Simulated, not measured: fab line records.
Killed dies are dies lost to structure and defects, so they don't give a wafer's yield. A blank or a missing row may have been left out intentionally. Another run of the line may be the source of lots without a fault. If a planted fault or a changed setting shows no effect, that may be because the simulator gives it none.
Code-filled problem report in 8D (eight disciplines) form ; flow sky130 ; the parts of the form that need people (team, actions taken, sign-off) are left out

== 1. WHAT IS WRONG ==
Wafers without a fault read 10.000, standard deviation 0.0031; beam_energy_keV at SKY_GATE_OXIDE_IMPLANT_11 reads a mean of 10.790 on 6 wafers belonging to 2 lots. That is +99 or more standard deviations from the usual mean.
The first sign was on wafer L798.2 at day 15 08:27, on implanter-04. The record holds 18 wafers of 6 lots with a number at this step. Rule for "out", or "out of limits": more than 4 standard deviations from the usual mean. The other wafers with a number count as sound.

== 2. WHAT IT IS; WHAT IT IS NOT ==
question;is;is not
which readings at this step;beam_energy_keV;-
which lots;L798, L799;L797, L809, L810, L813
which wafers of those lots;all that have a number;-
read on which tools;implanter-04;implanter-02, implanter-03
when;from day 15 08:27;"up to then (3 sound wafers); but 9 sound wafers of L809, L810, L813 came after"

== 3. THE SUSPECTS, EACH WITH WHAT RULES IT OUT ==
Counting: a tool stays on the suspect list if, at a process step up to the reading, it processed all lots that are out and no sound lot following the first of them.
- implanter-04 at SKY_GATE_OXIDE_IMPLANT_11: ruled out as a lasting fault. Sound lots L810 ran on it after its first lot that is out, L798 (day 15 08:27).
Left after counting: nothing in the record.

== 4. THE CAUSE (what the simulator had put in) ==
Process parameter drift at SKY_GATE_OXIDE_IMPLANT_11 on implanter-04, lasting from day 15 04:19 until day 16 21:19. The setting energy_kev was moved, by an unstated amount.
Counting ruled it out, wrongly.

== 5. THE CHAIN OF EFFECTS, in route order ==
Each row: a reading whose mean over the struck wafers that have a number lies more than 3 standard deviations from the usual. Scope: only readings with a usual standard deviation given in the record; hours: median across lots of the time from each lot's start at the first step in this table that gives one to its start at this step; sigmas: change in usual standard deviations.
hours;step;reading;usual;on struck wafers;change;sigmas
0;SKY_GATE_OXIDE_IMPLANT_11;beam_energy_keV;10.000;10.790;+0.790;+99 or more
Here are the process steps it includes:
- SKY_GATE_OXIDE_IMPLANT_11

== 6. HOW IT WOULD HAVE BEEN CAUGHT EARLIER ==
First out-of-limits reading in this record: day 15 08:27, which is 4 hours after fault onset at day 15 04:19.
